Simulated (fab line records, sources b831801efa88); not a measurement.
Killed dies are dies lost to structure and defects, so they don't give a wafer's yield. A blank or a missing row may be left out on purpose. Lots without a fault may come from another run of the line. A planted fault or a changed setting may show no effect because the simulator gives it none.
Split-lot experiment | flow sfq_line | 5 lots, 23 wafers read, on a route of 325 steps

THE SPLIT
At SFQ_TRILAYER_I1_VIA_LITHO_COAT_054 (resist thk 62 nm), the setting spin_rpm was moved away from the recipe's 3000 rpm on 9 of the 23 wafers read, by -5.2% to +2.6%. The other wafers ran this setting at the recipe's value.

The reading is taken at the split's own step.

THE READING
BARC_of_TRILAYER_I1_VIA_LITHO_COAT_054.thk_nm (the simulator's own value, which no gauge read), in nm, at SFQ_TRILAYER_I1_VIA_LITHO_COAT_054 (resist thk 62 nm). The file gives no usual value for it. The 14 wafers here that ran the recipe average 62.11 nm, standard deviation 0.17 nm.

wafer  | tool, chamber at the split | spin_rpm as run, rpm | against the recipe | BARC_of_TRILAYER_I1_VIA_LITHO_COAT_054.thk_nm, nm | against lot-mates on the recipe
L074.1 | litho_track-04, 0          | 3000                 | recipe             | 61.92                                             | -
L074.2 | litho_track-04, 0          | 2877                 | -4.1%              | 62.96                                             | +1.16
L074.4 | litho_track-04, 0          | 2877                 | -4.1%              | 63.11                                             | +1.30
L074.5 | litho_track-04, 0          | 3000                 | recipe             | 61.69                                             | -
L074.6 | litho_track-04, 0          | 2877                 | -4.1%              | 63.12                                             | +1.31
L078.1 | litho_track-01, 0          | 3000                 | recipe             | 62.03                                             | -
L078.3 | litho_track-01, 0          | 3000                 | recipe             | 62.11                                             | -
L078.4 | litho_track-01, 0          | 3000                 | recipe             | 62.15                                             | -
L081.1 | litho_track-01, 0          | 2845                 | -5.2%              | 63.68                                             | +1.57
L081.2 | litho_track-01, 0          | 3000                 | recipe             | 62.13                                             | -
L081.3 | litho_track-01, 0          | 3000                 | recipe             | 61.97                                             | -
L081.4 | litho_track-01, 0          | 3000                 | recipe             | 62.23                                             | -
L081.5 | litho_track-01, 0          | 2845                 | -5.2%              | 63.8                                              | +1.69
L082.1 | litho_track-04, 0          | 3075                 | +2.5%              | 61.43                                             | -0.83
L082.2 | litho_track-04, 0          | 3000                 | recipe             | 62.42                                             | -
L082.3 | litho_track-04, 0          | 3075                 | +2.5%              | 61.73                                             | -0.53
L082.4 | litho_track-04, 0          | 3000                 | recipe             | 62.18                                             | -
L082.6 | litho_track-04, 0          | 3000                 | recipe             | 62.18                                             | -
L083.1 | litho_track-01, 0          | 3079                 | +2.6%              | 61.6                                              | -0.59
L083.3 | litho_track-01, 0          | 3000                 | recipe             | 62.24                                             | -
L083.4 | litho_track-01, 0          | 3000                 | recipe             | 62.04                                             | -
L083.5 | litho_track-01, 0          | 3000                 | recipe             | 62.3                                              | -
L083.6 | litho_track-01, 0          | 3079                 | +2.6%              | 61.36                                             | -0.83

THE FIT
A straight line over all 23 wafers: BARC_of_TRILAYER_I1_VIA_LITHO_COAT_054.thk_nm changes by -0.263 nm for each +1% of spin_rpm; r = -0.96; the points scatter about the line by 0.19 nm.
The same after taking each lot's own level away (the mean of its wafers on the recipe; 23 wafers): -0.301 nm for each +1%; r = -0.99; scatter 0.11 nm.
On that fit, the largest move of spin_rpm shifts the reading by 1.6 nm.
The lots' own levels span 61.805 to 62.260 nm, that is 2.6 times the standard deviation above.
So the lot-to-lot level changes the slope: the two fits differ.
Check: with one of the wafers moved furthest among these (-5.2%) left out of the fit, the line predicts +1.58 nm for it against its lot-mates. It came out at +1.57 nm against them.

OTHER SPLITS ON THESE WAFERS
These wafers also went through other splits before the reading. Each is held against what the fit with the lots' levels taken away leaves over:
other split on the same wafers                      | wafers away from the commonest value | r with BARC_of_TRILAYER_I1_VIA_LITHO_COAT_054.thk_nm (lot level and that fit taken away)
SFQ_TRILAYER_INCOMING_OXIDATION_002 temp_c          | 18                                   | -0.04
SFQ_TRILAYER_L0_LITHO_PEB_008 peb_time_s            | 5                                    | +0.07
SFQ_TRILAYER_L0_VIA_LITHO_PEB_016 peb_time_s        | 11                                   | -0.15
SFQ_TRILAYER_L0_VIA_BARC_OPEN_VIA_ETCH_021 source_w | 9                                    | -0.22
SFQ_TRILAYER_M0_LITHO_COAT_021 spin_rpm             | 9                                    | +0.26
SFQ_TRILAYER_M0_LITHO_PEB_024 peb_time_s            | 10                                   | -0.16
SFQ_TRILAYER_I0_VIA_LITHO_PEB_034 peb_time_s        | 7                                    | +0.06
SFQ_TRILAYER_I0_VIA_ETCH_VIA_ETCH_034 bias_w        | 3                                    | -0.01
SFQ_TRILAYER_M1_DEP_SPUTTER_037 time_s              | 11                                   | +0.27
SFQ_TRILAYER_M1_LITHO_PEB_042 peb_temp_c            | 5                                    | +0.10
SFQ_TRILAYER_I1_DEP_PECVD_045 rf_w                  | 11                                   | -0.11

THE FILE'S OWN FIT
BARC_of_TRILAYER_I1_VIA_LITHO_COAT_054.thk_nm changes by -0.302 nm for each +1% of spin_rpm, r = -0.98.
